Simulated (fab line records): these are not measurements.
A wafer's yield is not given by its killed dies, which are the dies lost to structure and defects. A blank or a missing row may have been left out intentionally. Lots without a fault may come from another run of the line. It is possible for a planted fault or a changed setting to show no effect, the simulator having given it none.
fab line records | flow sky130
record lots=13 wafers=39 last-day=50
route steps=708 shown VIA4@650 METAL5@664 PAD_OPEN@701
lots with no fault: from the same line, run without faults
start-h: hours from the record's first day to the start of the lot's first wafer shown | wait-h: hours elapsed since this lot's preceding step | " identical to the entry in the row above | L1.1+2: a single row standing in for several wafers | - no value, or no start was given | * or withheld: withheld | < > ~ a bound
route shown NAME@n: NAME is a module with steps in the file, n the number in the route of the first one | usual: the fault-free wafers' mean and standard deviation | same: alike in all rows | chamber/n: place in a boat | sites: the reading at each site | _std_site: standard deviation across them | _edge_site: outer sites' mean less inner sites' | radius-mm: for every site, how far away it sits from the centre of the wafer | mask NAME#n: copy n | behind: the last tool/chamber to shape the wafer | hold: the reason the lot was held/the length of the hold in hours/how it ended | device: the n, p or np transistor that did not switch | end of line: the tests these same wafers got at the end of their route | a step given without rows: its recipe and nothing more | killed: dies that structure and defects cost at the first sort, which is not the same as the wafer's yield | map: a wafer's dies, marking killed ones x, the rest . and places with no die _
set.NAME: the setting as run; set.NAME@STEP: as run at that earlier step | model.NAME: the simulator's own value behind a step, which no gauge read
steps of the route over a sample of lots; a table a step, a row a wafer
services: a tool's chamber out of use, with start hour (start-h, from the record's first day; less than 0 if before it), hours out, and reason
## steps
# step SKY_VIA4_OVL_MEAS_11
# usual VIA4_OVL=1.5/1.6
# columns lot.wafer tool chamber start-h wait-h VIA4_OVL[nm]
L784.1 overlay-02 - 999.92 0.1 4.3
L784.4 " - " " 3.3
L784.5 " - " " 2.7
L785.3 overlay-02 - 1001.97 0.1 1.6
L785.4 " - " " -0.2
L785.6 " - " " 0.6
L788.2 overlay-01 - 1022.38 0.1 0.5
L788.3 " - " " 0.7
L788.5 " - " " -1.0
L793.2 overlay-02 - 1062.83 0.1 3.9
L793.4 " - " " 5.4
L793.5 " - " " 3.4
L795.3 overlay-01 - 1080.72 0.1 -1.4
L795.5 " - " " 0.8
L795.6 " - " " 0.0
L796.1 overlay-01 - 1087.36 0.1 0.9
L796.2 " - " " 1.4
L796.4 " - " " 2.1
L797.4 overlay-02 - 1088.96 0.1 0.4
L797.5 " - " " 1.7
L797.6 " - " " 1.7
L798.1 overlay-02 - 1093.21 0.1 -0.6
L798.2 " - " " 0.2
L798.3 " - " " 0.1
L801.1 overlay-01 - 1111.66 0.1 3.5
L801.3 " - " " 1.2
L801.4 " - " " 2.3
L802.3 overlay-02 - 1116.85 0.1 3.1
L802.4 " - " " 2.1
L802.6 " - " " 2.0
L804.4 overlay-02 - 1130.08 0.1 1.0
L804.5 " - " " 0.8
L804.6 " - " " 1.2
L805.1 overlay-01 - 1132.02 0.1 0.9
L805.3 " - " " 2.0
L805.5 " - " " 3.0
L807.2 overlay-02 - 1146.41 0.1 3.1
L807.3 " - " " 2.9
L807.5 " - " " 3.1
# step SKY_VIA4_RS_MEAS_19
# recipe thk-meas-gauge=four-point-probe reads=W_of_VIA4_CVD_18+TiN_of_VIA4_SPUTTER_17
# usual VIA4_W_RS=0.224/0.003
# columns lot.wafer tool chamber start-h wait-h VIA4_W_RS[ohm/sq]
L784.1 film-metro-04 - 1000.83 0.1 0.226
L784.4 " - " " 0.222
L784.5 " - " " 0.220
L785.3 film-metro-04 - 1002.91 0.1 0.222
L785.4 " - " " 0.227
L785.6 " - " " 0.228
L788.2 film-metro-04 - 1023.30 0.1 0.221
L788.3 " - " " 0.224
L788.5 " - " " 0.225
L793.2 film-metro-04 - 1063.80 0.1 0.227
L793.4 " - " " 0.222
L793.5 " - " " 0.219
L795.3 film-metro-04 - 1081.66 0.1 0.226
L795.5 " - " " 0.222
L795.6 " - " " 0.222
L796.1 film-metro-04 - 1088.27 0.1 0.221
L796.2 " - " " 0.223
L796.4 " - " " 0.221
L797.4 film-metro-01 - 1089.91 0.1 0.218
L797.5 " - " " 0.226
L797.6 " - " " 0.219
L798.1 film-metro-01 - 1094.21 0.1 0.227
L798.2 " - " " 0.224
L798.3 " - " " 0.227
L801.1 film-metro-03 - 1112.58 0.1 0.223
L801.3 " - " " 0.228
L801.4 " - " " 0.222
L802.3 film-metro-04 - 1117.79 0.1 0.224
L802.4 " - " " 0.217
L802.6 " - " " 0.225
L804.4 film-metro-04 - 1131.04 0.1 0.225
L804.5 " - " " 0.222
L804.6 " - " " 0.226
L805.1 film-metro-01 - 1132.98 0.1 0.228
L805.3 " - " " 0.219
L805.5 " - " " 0.226
L807.2 film-metro-04 - 1147.35 0.1 0.223
L807.3 " - " " 0.222
L807.5 " - " " 0.219
# step SKY_METAL5_SPUTTER_03
# recipe material=Ti target-thk-nm=5 power-w=3000 time-s=3.3 chamber-pressure-pa=0.4
# usual throttle-valve-pct=30.0/0.9
# columns lot.wafer tool chamber start-h wait-h throttle-valve-pct
L784.1 pvd-sputter-01 - 1001.41 0.0 30.5
L784.4 " - " " 31.0
L784.5 " - " " 31.1
L785.3 pvd-sputter-04 - 1003.45 0.0 31.1
L785.4 " - " " 30.5
L785.6 " - " " 30.7
L788.2 pvd-sputter-04 - 1023.86 0.0 29.6
L788.3 " - " " 30.8
L788.5 " - " " 30.9
L793.2 pvd-sputter-03 - 1065.02 0.0 29.2
L793.4 " - " " 30.5
L793.5 " - " " 30.4
L795.3 pvd-sputter-01 - 1082.20 0.0 28.7
L795.5 " - " " 31.2
L795.6 " - " " 28.4
L796.1 pvd-sputter-04 - 1088.85 0.0 29.5
L796.2 " - " " 30.8
L796.4 " - " " 29.7
L797.4 pvd-sputter-04 - 1090.44 0.0 29.5
L797.5 " - " " 30.9
L797.6 " - " " 30.8
L798.1 pvd-sputter-01 - 1094.89 0.0 30.3
L798.2 " - " " 28.4
L798.3 " - " " 28.9
L801.1 pvd-sputter-04 - 1113.16 0.0 30.8
L801.3 " - " " 29.5
L801.4 " - " " 29.5
L802.3 pvd-sputter-01 - 1118.33 0.0 31.2
L802.4 " - " " 28.1
L802.6 " - " " 31.0
L804.4 pvd-sputter-04 - 1131.57 0.0 29.5
L804.5 " - " " 31.1
L804.6 " - " " 29.7
L805.1 pvd-sputter-03 - 1133.56 0.0 30.2
L805.3 " - " " 29.2
L805.5 " - " " 29.4
L807.2 pvd-sputter-04 - 1147.91 0.0 31.2
L807.3 " - " " 30.8
L807.5 " - " " 29.7
# step SKY_PAD_OPEN_ETCH_07
# recipe chemistry=CF4/O2 target-depth-nm=725 stop-on=AlCu source-w=800 bias-w=150 pressure-mtorr=150 cf4-flow-sccm=80 O2_flow_sccm=10 time-s=161.1
# usual drypump-motor-current-A=5.8/0.48 oes-product-au=0.978/0.0071 throttle-valve-pct=5.965/0.009
# columns lot.wafer tool chamber start-h wait-h drypump-motor-current-A oes-product-au rf-hours-counter-h throttle-valve-pct
L784.1 rie-diel-03 0 1068.96 - 5.8 0.971 18 5.963
L784.4 " 2 " " 6.6 0.979 4 5.979
L784.5 " 1 " " 5.8 0.992 - 5.972
L785.3 rie-diel-01 1 1069.49 - 6.2 0.981 13 5.962
L785.4 " 2 " " 6.4 0.980 2 5.970
L785.6 " 1 " " 6.2 0.990 - 5.968
L788.2 rie-diel-01 2 1090.11 - 6.4 0.978 3 5.976
L788.3 " 3 " " 5.5 0.973 26 5.963
L788.5 " 0 " " 4.9 0.989 - 5.989
L793.2 rie-diel-01 3 1126.84 - 5.5 0.910 27 5.946
L793.4 " 0 " " 4.9 0.911 28 5.942
L793.5 " 3 " " 5.6 0.899 - 5.938
L795.3 rie-diel-01 1 1142.24 - 6.2 0.901 16 5.952
L795.5 " 0 " " 4.9 0.913 - 5.957
L795.6 " 1 " " 6.2 0.907 - 5.947
L796.1 rie-diel-03 1 1149.11 - 5.8 0.970 4 5.956
L796.2 " 0 " " 5.8 0.970 21 5.973
L796.4 " 2 " " 6.6 0.987 7 5.988
L797.4 rie-diel-03 1 1150.04 - 5.8 0.986 4 5.971
L797.5 " 3 " " 5.4 0.981 - 5.955
L797.6 " 0 " " 5.8 0.994 - 5.967
L798.1 rie-diel-02 2 1153.71 - 5.3 0.971 3 5.972
L798.2 " 0 " " 5.5 0.977 27 5.979
L798.3 " 3 " " 5.7 0.976 8 5.951
L801.1 rie-diel-03 3 1169.14 - 5.4 0.978 31 5.966
L801.3 " 2 " " 6.6 0.966 8 5.969
L801.4 " 0 " " 5.9 0.987 22 5.975
L802.3 rie-diel-03 0 1174.16 - 5.8 0.978 22 5.965
L802.4 " 2 " " 6.6 0.971 9 5.956
L802.6 " 0 " " 5.9 0.987 - 5.952
L804.4 rie-diel-03 3 1186.04 - 5.3 0.974 32 5.962
L804.5 " 2 " " 6.6 0.973 - 5.956
L804.6 " 1 " " 5.8 0.982 - 5.987
L805.1 rie-diel-02 0 1186.86 - 5.4 0.974 28 5.958
L805.3 " 2 " " 5.4 0.980 4 5.969
L805.5 " 1 " " 5.9 0.979 - 5.963
L807.2 rie-diel-03 3 1198.34 - 5.4 0.978 32 5.947
L807.3 " 0 " " 5.8 0.963 23 5.946
L807.5 " 0 " " 5.9 0.974 - 5.972
# step SKY_PAD_OPEN_PROBE_99
# usual defect-limited-yield=82.8/1.9 killed_at_M0_to_M3=42/6.9 killed_at_M4_up=3.2/1.7 killed-at-contacts=23/5.5 killed-at-front-end=16/4 killed-at-other=0.4/0.55 killed-dies=85/9.2 killed-open=46/6.8 killed-short=38/6.2
# same gross-dies=492 killed-at-back-side=0
# columns lot.wafer tool chamber start-h wait-h defect-limited-yield[%] killed_at_M0_to_M3 killed_at_M4_up killed-at-contacts killed-at-front-end killed-at-other killed-dies killed-open killed-short
L784.1 prober-02 - 1071.28 0.1 85.6 33 6 19 13 0 71 35 36
L784.4 prober-02 - 1071.43 0.2 85.4 36 2 27 7 0 72 40 32
L784.5 prober-02 - 1071.48 0.2 83.3 37 3 28 14 0 82 49 33
L785.3 prober-01 - 1071.91 0.2 78.5 48 4 32 22 0 106 53 53
L785.4 prober-01 - 1071.96 0.2 80.9 50 2 25 17 0 94 42 52
L785.6 prober-01 - 1072.06 0.2 81.9 49 6 25 9 0 89 51 38
L788.2 prober-02 - 1092.68 0.1 80.1 53 2 27 16 0 98 52 46
L788.3 prober-02 - 1092.73 0.2 82.9 40 2 29 13 0 84 45 39
L788.5 prober-02 - 1092.83 0.2 84.8 41 4 19 10 1 75 40 35
L793.2 prober-02 - 1129.25 0.1 85.8 37 4 20 8 1 70 37 33
L793.4 prober-02 - 1129.35 0.2 84.1 47 1 20 10 0 78 44 34
L793.5 prober-02 - 1129.40 0.2 82.7 36 6 31 12 0 85 55 30
L795.3 prober-01 - 1144.66 0.2 81.5 48 4 25 14 0 91 49 42
L795.5 prober-01 - 1144.76 0.2 85.6 36 5 19 11 0 71 35 36
L795.6 prober-01 - 1144.81 0.2 84.1 43 1 14 20 0 78 49 29
L796.1 prober-02 - 1151.43 0.1 84.8 31 3 19 21 1 75 29 46
L796.2 prober-02 - 1151.48 0.1 83.7 31 4 24 21 0 80 45 35
L796.4 prober-02 - 1151.58 0.2 80.1 38 3 36 21 0 98 48 50
L797.4 prober-01 - 1152.51 0.2 84.3 36 5 18 18 0 77 41 36
L797.5 prober-01 - 1152.56 0.2 85.4 27 2 28 14 1 72 38 33
L797.6 prober-01 - 1152.61 0.2 81.9 46 6 27 10 0 89 52 37
L798.1 prober-02 - 1156.03 0.1 82.7 45 2 20 17 1 85 46 39
L798.2 prober-02 - 1156.08 0.1 77.0 55 3 36 19 0 113 55 58
L798.3 prober-02 - 1156.13 0.2 82.1 45 3 21 19 0 88 41 45
L801.1 prober-01 - 1171.46 0.1 82.7 47 2 22 14 0 85 48 37
L801.3 prober-01 - 1171.56 0.2 83.5 42 3 23 13 0 81 46 34
L801.4 prober-01 - 1171.61 0.2 83.9 51 4 12 12 0 79 38 41
L802.3 prober-02 - 1176.58 0.2 81.7 38 3 32 17 0 90 51 38
L802.4 prober-02 - 1176.63 0.2 81.9 46 2 26 15 0 89 49 40
L802.6 prober-02 - 1176.73 0.2 83.7 47 3 18 12 0 80 54 26
L804.4 prober-02 - 1188.78 0.2 82.9 43 1 23 16 1 84 41 41
L804.5 prober-02 - 1188.83 0.2 83.7 41 2 23 14 0 80 42 37
L804.6 prober-02 - 1188.88 0.2 81.3 57 6 17 12 0 92 48 44
L805.1 prober-01 - 1190.13 0.1 86.0 37 4 19 9 0 69 42 27
L805.3 prober-01 - 1190.23 0.2 82.5 43 1 22 20 0 86 43 43
L805.5 prober-01 - 1190.33 0.2 82.5 45 6 18 16 1 86 54 31
L807.2 prober-01 - 1200.71 0.1 85.2 39 4 13 17 0 73 38 35
L807.3 prober-01 - 1200.76 0.2 82.3 48 3 20 15 1 87 47 38
L807.5 prober-01 - 1200.86 0.2 81.7 39 7 24 18 2 90 41 45
# killed by level:class
L784.1 VIA1:geometric-particle:open=10 CONTACT:geometric-particle:open=7 METAL4:geometric-particle:short=6 VIA3:geometric-particle:open=4 FIELD_ISO:geometric-particle:open=3 VIA2:geometric-particle:short=3 POLY_GATE:geometric-particle:short=3 LI_CONTACT:geometric-particle:open=3
L784.4 CONTACT:geometric-particle:open=9 VIA1:geometric-particle:open=8 LI_CONTACT:geometric-particle:open=6 METAL2:geometric-particle:short=6 VIA3:geometric-particle:open=6 METAL1:geometric-particle:short=5 LOCAL_INTERCONNECT:geometric-particle:short=5 VIA2:geometric-particle:open=5
L784.5 LI_CONTACT:geometric-particle:open=9 VIA2:geometric-particle:open=9 VIA3:geometric-particle:open=9 LOCAL_INTERCONNECT:geometric-particle:short=7 CONTACT:geometric-particle:open=6 VIA1:geometric-particle:open=6 POLY_GATE:geometric-particle:short=4 VIA1:geometric-particle:short=4
L785.3 VIA1:geometric-particle:short=12 LI_CONTACT:geometric-particle:open=11 CONTACT:geometric-particle:open=10 VIA1:geometric-particle:open=9 FIELD_ISO:geometric-particle:short=8 VIA3:geometric-particle:open=7 VIA2:geometric-particle:open=6 POLY_GATE:geometric-particle:short=5
L785.4 VIA1:geometric-particle:open=12 METAL1:geometric-particle:short=9 METAL2:geometric-particle:short=8 LOCAL_INTERCONNECT:geometric-particle:short=6 VIA2:geometric-particle:open=6 POLY_GATE:geometric-particle:short=5 LI_CONTACT:geometric-particle:short=5 CONTACT:geometric-particle:short=5
L785.6 VIA1:geometric-particle:open=13 VIA2:geometric-particle:open=11 CONTACT:geometric-particle:open=9 CONTACT:geometric-particle:short=5 LI_CONTACT:geometric-particle:open=4 VIA1:geometric-particle:short=4 LOCAL_INTERCONNECT:geometric-particle:short=4 METAL4:geometric-particle:short=4
L788.2 VIA1:geometric-particle:open=15 CONTACT:geometric-particle:short=8 METAL1:geometric-particle:short=7 CONTACT:geometric-particle:open=6 VIA3:geometric-particle:open=6 LOCAL_INTERCONNECT:geometric-particle:short=5 METAL2:geometric-particle:short=5 VIA2:geometric-particle:open=5
L788.3 LI_CONTACT:geometric-particle:open=10 CONTACT:geometric-particle:open=9 VIA1:geometric-particle:open=8 VIA2:geometric-particle:open=8 FIELD_ISO:geometric-particle:short=5 METAL1:geometric-particle:short=5 POLY_GATE:geometric-particle:short=4 LOCAL_INTERCONNECT:geometric-particle:short=4
L788.5 CONTACT:geometric-particle:open=10 VIA1:geometric-particle:open=8 VIA3:geometric-particle:open=6 METAL1:geometric-particle:short=5 VIA2:geometric-particle:short=5 VIA3:geometric-particle:short=5 VIA2:geometric-particle:open=4 POLY_GATE:geometric-particle:short=3
L793.2 VIA1:geometric-particle:open=11 LI_CONTACT:geometric-particle:open=6 CONTACT:geometric-particle:open=6 CONTACT:geometric-particle:short=5 METAL1:geometric-particle:short=5 METAL3:geometric-particle:short=5 FIELD_ISO:geometric-particle:open=4 METAL4:geometric-particle:short=3
L793.4 METAL1:geometric-particle:short=10 CONTACT:geometric-particle:open=8 VIA1:geometric-particle:open=8 VIA2:geometric-particle:open=8 CONTACT:geometric-particle:short=6 VIA3:geometric-particle:open=6 FIELD_ISO:geometric-particle:open=4 LI_CONTACT:geometric-particle:open=4
L793.5 CONTACT:geometric-particle:open=14 VIA1:geometric-particle:open=11 LI_CONTACT:geometric-particle:open=6 VIA3:geometric-particle:open=6 FIELD_ISO:geometric-particle:open=4 LOCAL_INTERCONNECT:geometric-particle:open=4 CONTACT:geometric-particle:short=4 METAL1:geometric-particle:short=4
L795.3 VIA1:geometric-particle:open=11 VIA2:geometric-particle:open=9 CONTACT:geometric-particle:open=8 METAL2:geometric-particle:short=7 LI_CONTACT:geometric-particle:open=6 VIA1:geometric-particle:short=6 LI_CONTACT:geometric-particle:short=4 CONTACT:geometric-particle:short=4
L795.5 VIA1:geometric-particle:open=7 VIA3:geometric-particle:open=7 CONTACT:geometric-particle:open=6 VIA3:geometric-particle:short=5 METAL1:geometric-particle:short=5 METAL2:geometric-particle:short=4 CONTACT:geometric-particle:short=4 METAL4:geometric-particle:short=4
L795.6 VIA1:geometric-particle:open=12 CONTACT:geometric-particle:open=6 VIA1:geometric-particle:short=6 VIA2:geometric-particle:open=6 VIA3:geometric-particle:open=6 FIELD_ISO:geometric-particle:open=5 POLY_GATE:geometric-particle:open=4 METAL1:geometric-particle:short=4
L796.1 VIA1:geometric-particle:short=6 POLY_GATE:geometric-particle:open=5 POLY_GATE:geometric-particle:short=5 VIA2:geometric-particle:short=5 VIA3:geometric-particle:open=5 CONTACT:geometric-particle:open=4 LOCAL_INTERCONNECT:geometric-particle:short=4 CONTACT:geometric-particle:short=4
L796.2 CONTACT:geometric-particle:open=10 VIA1:geometric-particle:open=10 LI_CONTACT:geometric-particle:open=6 FIELD_ISO:geometric-particle:short=5 VIA1:geometric-particle:short=5 POLY_GATE:geometric-particle:open=5 VIA2:geometric-particle:open=5 POLY_GATE:geometric-particle:short=4
L796.4 CONTACT:geometric-particle:open=10 FIELD_ISO:geometric-particle:short=9 LI_CONTACT:geometric-particle:open=9 VIA1:geometric-particle:open=9 METAL1:geometric-particle:short=8 POLY_GATE:geometric-particle:short=7 LI_CONTACT:geometric-particle:short=7 VIA2:geometric-particle:open=6
L797.4 VIA3:geometric-particle:open=12 VIA1:geometric-particle:open=7 POLY_GATE:geometric-particle:short=6 POLY_GATE:geometric-particle:open=5 CONTACT:geometric-particle:open=5 VIA2:geometric-particle:open=5 CONTACT:geometric-particle:short=4 METAL4:geometric-particle:short=4
L797.5 LI_CONTACT:geometric-particle:open=10 VIA3:geometric-particle:open=7 CONTACT:geometric-particle:open=6 VIA1:geometric-particle:short=5 FIELD_ISO:geometric-particle:short=4 LOCAL_INTERCONNECT:geometric-particle:short=4 CONTACT:geometric-particle:short=4 FIELD_ISO:geometric-particle:open=3
L797.6 VIA1:geometric-particle:open=11 CONTACT:geometric-particle:open=8 VIA2:geometric-particle:open=7 VIA3:geometric-particle:open=7 CONTACT:geometric-particle:short=6 LI_CONTACT:geometric-particle:open=5 METAL2:geometric-particle:short=5 VIA3:geometric-particle:short=5
L798.1 VIA1:geometric-particle:open=9 CONTACT:geometric-particle:open=9 VIA3:geometric-particle:open=8 VIA2:geometric-particle:open=7 FIELD_ISO:geometric-particle:open=6 METAL1:geometric-particle:short=6 FIELD_ISO:geometric-particle:short=5 LOCAL_INTERCONNECT:geometric-particle:short=5
L798.2 CONTACT:geometric-particle:open=16 VIA1:geometric-particle:open=11 VIA1:geometric-particle:short=11 FIELD_ISO:geometric-particle:short=8 CONTACT:geometric-particle:short=7 VIA2:geometric-particle:open=7 LOCAL_INTERCONNECT:geometric-particle:short=6 VIA2:geometric-particle:short=5
L798.3 METAL1:geometric-particle:short=15 LI_CONTACT:geometric-particle:open=9 VIA1:geometric-particle:open=8 VIA3:geometric-particle:open=6 FIELD_ISO:geometric-particle:short=5 POLY_GATE:geometric-particle:short=4 POLY_GATE:geometric-particle:open=4 METAL2:geometric-particle:short=4
L801.1 VIA1:geometric-particle:open=16 CONTACT:geometric-particle:open=7 VIA1:geometric-particle:short=6 VIA2:geometric-particle:open=6 LI_CONTACT:geometric-particle:open=5 CONTACT:geometric-particle:short=5 METAL2:geometric-particle:short=5 FIELD_ISO:geometric-particle:short=4
L801.3 VIA1:geometric-particle:open=15 CONTACT:geometric-particle:open=9 CONTACT:geometric-particle:short=8 VIA3:geometric-particle:open=8 POLY_GATE:geometric-particle:short=5 METAL2:geometric-particle:short=4 VIA1:geometric-particle:short=4 VIA3:geometric-particle:short=4
L801.4 VIA1:geometric-particle:open=9 CONTACT:geometric-particle:open=7 VIA3:geometric-particle:open=7 VIA1:geometric-particle:short=6 VIA2:geometric-particle:open=6 METAL3:geometric-particle:short=6 POLY_GATE:geometric-particle:short=5 METAL1:geometric-particle:short=5
L802.3 VIA1:geometric-particle:open=12 CONTACT:geometric-particle:open=12 LI_CONTACT:geometric-particle:open=5 CONTACT:geometric-particle:short=5 VIA2:geometric-particle:open=5 FIELD_ISO:geometric-particle:short=4 POLY_GATE:geometric-particle:open=4 LOCAL_INTERCONNECT:geometric-particle:short=4
L802.4 CONTACT:geometric-particle:open=11 VIA1:geometric-particle:open=10 FIELD_ISO:geometric-particle:open=8 VIA3:geometric-particle:open=8 CONTACT:geometric-particle:short=6 VIA1:geometric-particle:short=6 POLY_GATE:geometric-particle:short=5 METAL3:geometric-particle:short=5
L802.6 VIA1:geometric-particle:open=19 CONTACT:geometric-particle:open=8 VIA2:geometric-particle:open=8 FIELD_ISO:geometric-particle:short=7 METAL2:geometric-particle:short=6 LI_CONTACT:geometric-particle:open=5 VIA3:geometric-particle:open=4 METAL1:geometric-particle:short=3
L804.4 VIA1:geometric-particle:open=14 METAL2:geometric-particle:short=8 METAL1:geometric-particle:short=6 CONTACT:geometric-particle:open=5 LI_CONTACT:geometric-particle:open=5 LOCAL_INTERCONNECT:geometric-particle:short=5 VIA3:geometric-particle:open=5 FIELD_ISO:geometric-particle:short=3
L804.5 VIA1:geometric-particle:open=10 FIELD_ISO:geometric-particle:short=7 CONTACT:geometric-particle:open=7 LI_CONTACT:geometric-particle:open=6 LOCAL_INTERCONNECT:geometric-particle:short=5 METAL2:geometric-particle:short=5 VIA2:geometric-particle:open=5 VIA3:geometric-particle:short=5
L804.6 VIA3:geometric-particle:open=11 METAL2:geometric-particle:short=9 VIA1:geometric-particle:open=9 LI_CONTACT:geometric-particle:open=8 VIA2:geometric-particle:short=6 VIA2:geometric-particle:open=6 METAL1:geometric-particle:short=5 METAL4:geometric-particle:short=5
L805.1 VIA1:geometric-particle:open=14 CONTACT:geometric-particle:open=6 LOCAL_INTERCONNECT:geometric-particle:short=5 CONTACT:geometric-particle:short=4 METAL1:geometric-particle:short=4 METAL2:geometric-particle:short=4 FIELD_ISO:geometric-particle:open=3 VIA2:geometric-particle:open=3
L805.3 VIA1:geometric-particle:open=15 VIA1:geometric-particle:short=7 METAL2:geometric-particle:short=7 POLY_GATE:geometric-particle:short=6 LI_CONTACT:geometric-particle:open=6 CONTACT:geometric-particle:open=5 FIELD_ISO:geometric-particle:open=4 POLY_GATE:geometric-particle:open=4
L805.5 VIA1:geometric-particle:open=14 VIA2:geometric-particle:open=8 CONTACT:geometric-particle:open=7 LI_CONTACT:geometric-particle:open=6 METAL1:geometric-particle:short=6 VIA3:geometric-particle:open=5 VIA3:geometric-particle:short=4 FIELD_ISO:geometric-particle:open=3
L807.2 VIA1:geometric-particle:open=10 LI_CONTACT:geometric-particle:open=7 VIA2:geometric-particle:open=7 POLY_GATE:geometric-particle:short=5 POLY_GATE:geometric-particle:open=5 FIELD_ISO:geometric-particle:short=4 METAL1:geometric-particle:short=4 VIA3:geometric-particle:open=4
L807.3 VIA1:geometric-particle:open=9 CONTACT:geometric-particle:open=9 VIA2:geometric-particle:open=8 VIA3:geometric-particle:open=6 LI_CONTACT:geometric-particle:open=5 METAL2:geometric-particle:short=5 METAL1:geometric-particle:short=4 VIA1:geometric-particle:short=4
L807.5 VIA1:geometric-particle:open=11 VIA1:geometric-particle:short=8 CONTACT:geometric-particle:short=7 CONTACT:geometric-particle:open=7 METAL4:geometric-particle:short=7 POLY_GATE:geometric-particle:open=6 LI_CONTACT:geometric-particle:open=6 POLY_GATE:geometric-particle:short=5
## services
# columns tool chamber start-h hours kind
rie-diel-01 2 998.26 - clean
rie-diel-01 2 998.26 17.4 scheduled-down
rie-diel-01 2 998.26 17.4 vent-cycle
rie-diel-02 1 1023.53 - clean
rie-diel-02 1 1023.53 19.8 scheduled-down
rie-diel-02 1 1023.53 19.8 vent-cycle
rie-diel-03 1 1035.80 - clean
rie-diel-03 1 1035.80 21.3 scheduled-down
rie-diel-03 1 1035.80 21.3 vent-cycle
rie-diel-02 2 1043.35 - clean
rie-diel-02 2 1043.35 12.6 scheduled-down
rie-diel-01 0 1060.37 6.6 repair
rie-diel-03 3 1077.31 6.5 repair
pvd-sputter-03 - 1080.65 13.4 repair
pvd-sputter-03 - 1086.78 0.9 repair
rie-diel-01 3 1103.42 16.2 repair
pvd-sputter-01 - 1146.81 3.7 repair
rie-diel-01 - 1164.07 1.2 repair
rie-diel-01 0 1177.93 5.1 repair
rie-diel-01 0 1183.02 - clean
rie-diel-01 0 1183.02 - consumable-replace:focus-ring
rie-diel-01 0 1183.02 17.0 scheduled-down
rie-diel-01 0 1183.02 17.0 vent-cycle
rie-diel-03 - 1193.15 2.8 pm
## key
first-sign step=SKY_PAD_OPEN_ETCH_07 reading=oes-product-au direction=down sigmas=10 usual=0.978 struck=0.907
effect step=SKY_PAD_OPEN_ETCH_07 reading=throttle-valve-pct direction=down sigmas=2 usual=5.965 struck=5.947
met-at SKY_PAD_OPEN_ETCH_07
struck-lots L793,L795
not-acting-at SKY_VIA4_OVL_MEAS_11,SKY_VIA4_RS_MEAS_19,SKY_METAL5_SPUTTER_03
onset-between 1090.11 1126.84
fault kind=process-parameter-drift tool=rie-diel-01 chamber=- onset-h=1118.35 steps=SKY_PAD_OPEN_ETCH_07 channel=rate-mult offset=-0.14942 shape=step end-h=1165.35
